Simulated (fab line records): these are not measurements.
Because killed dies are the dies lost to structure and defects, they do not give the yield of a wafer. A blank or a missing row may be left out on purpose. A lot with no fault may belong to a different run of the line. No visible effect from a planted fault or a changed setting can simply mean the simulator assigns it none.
What tool caused it? -- flow sky130 -- 33 wafers from 11 lots sampled at 5 of the route's 708 steps

== WHAT EACH GAUGE READ, for each wafer ==
SKY_POLY_GATE_THK_MEAS_21. Usual: for POLY_GATE_OXIDATION_THK the level is 3.98 nm and the standard deviation is 0.08.
lot,measured,on,POLY_GATE_OXIDATION_THK (nm),flag
L524,day 17 16:09,film metro-02,3.98 3.99 4.03,
L525,day 17 16:08,film metro-04,3.98 3.97 3.86,
L528,day 19 18:16,film metro-03,4.02 4.06 4.08,
L530,day 19 18:16,film metro-02,4.00 3.95 4.06,
L532,day 20 00:00,film metro-03,4.04 4.03 3.98,
L534,day 20 09:10,film metro-04,4.15 4.43 4.51,OFF
L533,day 20 10:25,film metro-04,5.08 5.15 5.07,OFF
L535,day 20 15:10,film metro-02,3.97 4.00 3.97,
L543,day 23 17:13,film metro-04,3.98 4.04 3.91,
L544,day 23 21:16,film metro-04,3.92 4.02 4.04,
L547,day 24 20:16,film metro-02,3.99 4.02 4.05,

SKY_VIA2_BOW_MEAS_03. Usual: for VIA2_BOW the level is 87 um and the standard deviation is 7.5.
lot,measured,on,VIA2_BOW (um),flag
L524,day 36 05:31,film metro-02,72 94 75,
L525,day 36 07:49,film metro-02,88 89 88,
L528,day 38 04:40,film metro-01,72 87 78,
L530,day 38 06:09,film metro-04,80 79 82,
L532,day 38 08:11,film metro-04,87 81 74,
L534,day 38 14:52,film metro-01,79 90 90,
L533,day 38 18:07,film metro-04,81 74 68,
L535,day 38 18:50,film metro-01,94 95 91,
L543,day 41 08:14,film metro-01,91 82 98,
L544,day 41 10:02,film metro-04,72 85 85,
L547,day 42 06:05,film metro-01,99 94 87,

== WHAT TOOL EACH LOT RAN ON (gives the tool, then ch and the chambers of the sampled wafers, and finally the start) ==
lot,SKY_POLY_GATE_OXIDATION_20,SKY_METAL2_ETCH_18,SKY_METAL2_STRIP_20
L524,"furnace-01 ch 0, day 17 14:53","rie metal-03 ch 0,1, day 36 04:16","plasma asher-04 ch 0,1, day 36 04:26"
L525,"furnace-01 ch 0, day 17 14:53","rie metal-02 ch 0,1, day 36 06:35","plasma asher-01 ch 0,1, day 36 06:45"
L528,"furnace-02 ch 0, day 19 17:01","rie metal-01 ch 0,1, day 38 03:24","plasma asher-04 ch 0,1, day 38 03:34"
L530,"furnace-02 ch 0, day 19 17:01","rie metal-01 ch 0,1, day 38 04:50","plasma asher-01 ch 0,1, day 38 05:00"
L532,"furnace-01 ch 0, day 19 22:45","rie metal-01 ch 0,1, day 38 06:56","plasma asher-01 ch 0,1, day 38 07:06"
L534,"furnace-02 ch 0, day 20 07:55","rie metal-01 ch 0,1, day 38 13:36","plasma asher-04 ch 0,1, day 38 13:46"
L533,"furnace-02 ch 0, day 20 09:10","rie metal-02 ch 0,1, day 38 16:51","plasma asher-04 ch 1, day 38 17:01"
L535,"furnace-01 ch 0, day 20 13:55","rie metal-03 ch 0,1, day 38 17:37","plasma asher-03 ch 0,1, day 38 17:46"
L543,"furnace-02 ch 0, day 23 15:58","rie metal-03 ch 0,1, day 41 06:58","plasma asher-01 ch 0,1, day 41 07:07"
L544,"furnace-02 ch 0, day 23 19:59","rie metal-03 ch 0,1, day 41 08:44","plasma asher-01 ch 0,1, day 41 08:53"
L547,"furnace-02 ch 0, day 24 19:01","rie metal-02 ch 0, day 42 04:42","plasma asher-03 ch 1, day 42 04:59"
- SKY_POLY_GATE_OXIDATION_20: stabilise 600 s, purge 300 s, target thk 4 nm.
- SKY_METAL2_ETCH_18: etches BARC in N2/H2, stops on SiO2, time 45.9 s, target depth 60 nm.
- SKY_METAL2_STRIP_20: strips in O2/N2.

== WHAT THE TOOLS THEMSELVES READ (means of the sampled wafers that have a number; where no wafer has one, the mark that the record gives instead) ==
SKY_POLY_GATE_OXIDATION_20. Usual: spike tc centre C 849.6 C, standard deviation 1.1; spike tc lower C 850.3 C, standard deviation 1; spike tc upper C 849.3 C, standard deviation 1.2; zone power centre pct 17.8 %, standard deviation 0.99; zone power lower pct 17.3 %, standard deviation 0.78; zone power upper pct 15.11 %, standard deviation 0.22.
lot,tool,spike tc centre C (C),spike tc lower C (C),spike tc upper C (C),zone power centre pct (%),zone power lower pct (%),zone power upper pct (%),flag
L524,furnace-01,849.2,849.8,849.5,17.1,18.0,14.85,
L525,furnace-01,850.1,849.8,848.7,17.0,18.1,15.05,
L528,furnace-02,849.7,850.2,849.3,19.0,16.5,15.35,
L530,furnace-02,849.1,850.2,849.8,18.9,16.4,15.44,
L532,furnace-01,850.2,848.9,848.8,16.9,18.1,14.89,
L534,furnace-02,893.7,845.2,844.2,35.9,8.6,8.01,OFF
L533,furnace-02,894.3,844.4,844.4,35.9,8.6,8.03,OFF
L535,furnace-01,850.0,850.6,849.2,17.0,18.0,14.96,
L543,furnace-02,849.0,850.5,849.7,19.0,16.5,15.31,
L544,furnace-02,850.3,850.6,849.3,19.0,16.4,15.49,
L547,furnace-02,848.4,849.9,850.3,18.8,16.3,15.33,

SKY_METAL2_ETCH_18. Usual: drypump motor current A 5.6 A, standard deviation 0.65; oes product au 0.855 a.u., standard deviation 0.005; throttle valve pct 13.225 %, standard deviation 0.0091.
lot,tool,drypump motor current A (A),oes product au (a.u.),throttle valve pct (%),flag
L524,rie metal-03,5.2,0.855,13.241,
L525,rie metal-02,6.1,0.856,13.221,
L528,rie metal-01,5.3,0.858,13.227,
L530,rie metal-01,5.3,0.854,13.230,
L532,rie metal-01,5.3,0.848,13.215,
L534,rie metal-01,5.3,0.860,13.227,
L533,rie metal-02,6.2,0.853,13.223,
L535,rie metal-03,5.8,0.854,13.228,
L543,rie metal-03,5.2,0.853,13.225,
L544,rie metal-03,5.2,0.860,13.229,
L547,rie metal-02,6.4,0.858,13.224,

SKY_METAL2_STRIP_20. Usual: drypump motor current A 5.9 A, standard deviation 0.31; oes product au 0.342 a.u., standard deviation 0.0055; strip time to endpoint s 2.67 s, standard deviation 0.042.
lot,tool,drypump motor current A (A),oes product au (a.u.),strip time to endpoint s (s),flag
L524,plasma asher-04,6.0,0.339,2.63,
L525,plasma asher-01,6.2,0.341,2.62,
L528,plasma asher-04,5.8,0.336,2.68,
L530,plasma asher-01,6.2,0.340,2.67,
L532,plasma asher-01,6.2,0.346,2.66,
L534,plasma asher-04,6.0,0.341,2.65,
L533,plasma asher-04,6.2,0.340,2.70,
L535,plasma asher-03,5.6,0.343,2.65,
L543,plasma asher-01,6.2,0.344,2.64,
L544,plasma asher-01,6.1,0.344,2.62,
L547,plasma asher-03,5.4,0.345,2.70,

== THE ANSWER, worked out from the rows above alone ==
Rule: a lot is off if the mean of its wafers that have a number lies more than 3 standard deviations from the usual mean. Also off: a lot with no number at a reading for which 4 or more lots have one. Where the step has rows for the other lots, those lots are counted as sound. Order of review: gauges by route order, followed by the tools' own readings, for which a lot's mean as printed above is used. The first step at which some lot is off is used, and at that step the reading that is off furthest; a lot without a number counts as furthest.
Off: L534, L533, seen at SKY_POLY_GATE_THK_MEAS_21 (POLY_GATE_OXIDATION_THK).
A tool fits if, at a process step before that reading, it ran every lot that is off, and no sound lot after the first of them. Not tried: the gauges at SKY_POLY_GATE_THK_MEAS_21; whatever is off there is also off at SKY_POLY_GATE_OXIDATION_20, on other tools, and gauge error can't account for it. None of those tried fits.

== WHAT HAD BEEN PUT IN BY THE SIMULATOR ==
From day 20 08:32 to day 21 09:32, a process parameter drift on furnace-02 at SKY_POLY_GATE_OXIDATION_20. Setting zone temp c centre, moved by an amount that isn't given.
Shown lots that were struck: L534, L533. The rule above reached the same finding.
